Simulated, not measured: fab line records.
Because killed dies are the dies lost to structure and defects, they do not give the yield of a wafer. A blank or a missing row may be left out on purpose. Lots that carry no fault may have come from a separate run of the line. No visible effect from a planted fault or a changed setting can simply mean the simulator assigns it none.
A struck lot beside a sound one -- flow sky130 -- 17 out of 708 route steps
Sound: the wafers L207.1, L207.3, L207.5. Struck: wafers L219.3, L219.4. (L219.1 of the same lot was not struck and is left out.) The cause comes at the end.
Each step with rows lists, per side, the tool, then ch with its chambers, then its first start. Under that, the readings that differ: sound wafers -- struck wafers -- difference of the means -- sigmas: that difference in standard deviations of wafers without a fault.
alike: a reading whose means differ by less than 2 such deviations, as well as words and numbers matching on both sides. not compared: withheld readings; readings where some wafer has no value; bounds like >300 that might hide an equal value; numbers whose values overlap and for which the record gives no deviation.
The two part at a step that has a row with sigmas, a row that says differs or no value, or rows on one side only. When numbers do not overlap yet have no deviation, they are printed without sigmas and do not part them. A reading missing from all wafers of one side parts the sides only when that side holds two or more wafers.

first, 2 steps without rows for these wafers: SKY_LOCAL_INTERCONNECT_PEB_09; SKY_LOCAL_INTERCONNECT_DEVELOP_10 (develop time 60 s).
SKY_LOCAL_INTERCONNECT_CD_MEAS_11 targets a cd of 170 nm.
  struck on cd_sem-02, day 35 02:14; sound on cd_sem-01, day 30 07:22
  alike: cd_nm
SKY_LOCAL_INTERCONNECT_OVL_MEAS_12:
  struck on overlay-01, day 35 02:22; sound on overlay-02, day 30 07:29
  alike: LOCAL_INTERCONNECT_OVL
SKY_LOCAL_INTERCONNECT_ETCH_13: etches BARC in N2/H2, stops on SiO2, time 45.9 s, target depth 60 nm.
  sound on rie_metal-01 ch 0,1, day 30 07:31; struck on rie_metal-04 ch 0,1, day 35 02:23
  alike: bias_w, drypump_motor_current_A, oes_product_au, throttle_valve_pct
  not compared: rf_hours_counter_h
SKY_LOCAL_INTERCONNECT_METAL_ETCH_14: etches TiN in Cl2/BCl3, stops on PSG, target depth 110 nm, time 31.4 s.
  sound on rie_metal-01 ch 0,1, day 30 07:35; struck on rie_metal-04 ch 0,1, day 35 02:27
  alike: bcl3_flow_sccm, bias_w, drypump_motor_current_A, oes_product_au, throttle_valve_pct
  not compared: rf_hours_counter_h
SKY_LOCAL_INTERCONNECT_STRIP_15: strips in O2/N2.
  sound on plasma_asher-01 ch 0,1, day 30 07:38; struck on plasma_asher-04 ch 0,1, day 35 02:31
  alike: drypump_motor_current_A, oes_product_au, strip_time_to_endpoint_s
  not compared: rf_hours_counter_h
then, 3 steps without rows for these wafers: SKY_LOCAL_INTERCONNECT_STRIP_16 (strips in post etch residue remover, time 1200 s); SKY_LOCAL_INTERCONNECT_CLEAN_17 (cleans in IPA, time 180 s); SKY_LOCAL_INTERCONNECT_CLEAN_18 (cleans in O3/DIW).
SKY_CONTACT_CVD_00: deposits Si3N4, target thk 75 nm.
  sound on pecvd-02 ch 0,1,2, day 30 08:14; struck on pecvd-04 ch 0, day 35 03:06
  alike: heater_power_w
SKY_CONTACT_THK_MEAS_01:
  struck on film_metro-03, day 35 03:08; sound on film_metro-03, day 30 08:16
  alike: CONTACT_CVD_00_THK
SKY_CONTACT_HDPCVD_02: deposits SiO2, target thk 565 nm, time 94.2 s.
  sound on hdpcvd-02 ch 0,1,2, day 30 08:20; struck on hdpcvd-02 ch 0, day 35 03:11
reading,sound,struck,difference,sigmas
sih4_flow_sccm (sccm),59.93 60.38 59.98,72.10 72.15,+12.03,+71
model.SiO2_of_CONTACT_HDPCVD_02.thk_nm (nm),555.9 561 555.3,680.1 673.7,+119.5,
SKY_CONTACT_THK_MEAS_03:
  struck on film_metro-03, day 35 03:34; sound on film_metro-04, day 30 08:24
reading,sound,struck,difference,sigmas
CONTACT_HDPCVD_THK (nm),556 561 555,680 674,+120,+20
  not compared: hold
SKY_CONTACT_CMP_04: polishes SiO2.
  sound on cmp-02 ch 0,2, day 30 08:31; struck on cmp-01 ch 1,2, day 35 05:01
reading,sound,struck,difference,sigmas
hold,- - -,await_dispo/1.4h/release await_dispo/1.4h/release,no value on the sound wafers,
time_to_endpoint_s (s),81 80 79,125 121,+43,+10
  alike: motor_current_A
SKY_CONTACT_BOW_MEAS_05:
  struck on film_metro-03, day 35 05:19; sound on film_metro-02, day 30 08:46
  alike: CONTACT_BOW
SKY_PAD_OPEN_PROBE_99:
  the record has rows for the sound wafers here (prober-02, day 45 18:26) and none for the struck ones

## WHERE THEY PART
At SKY_CONTACT_HDPCVD_02 first; at SKY_PAD_OPEN_PROBE_99 last (within this record only).

WHY: the cause the simulator had injected
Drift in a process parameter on hdpcvd-02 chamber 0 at SKY_CONTACT_HDPCVD_02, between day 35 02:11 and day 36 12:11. The setting sih4_flow_sccm was moved by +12, starting from 60. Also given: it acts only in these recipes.
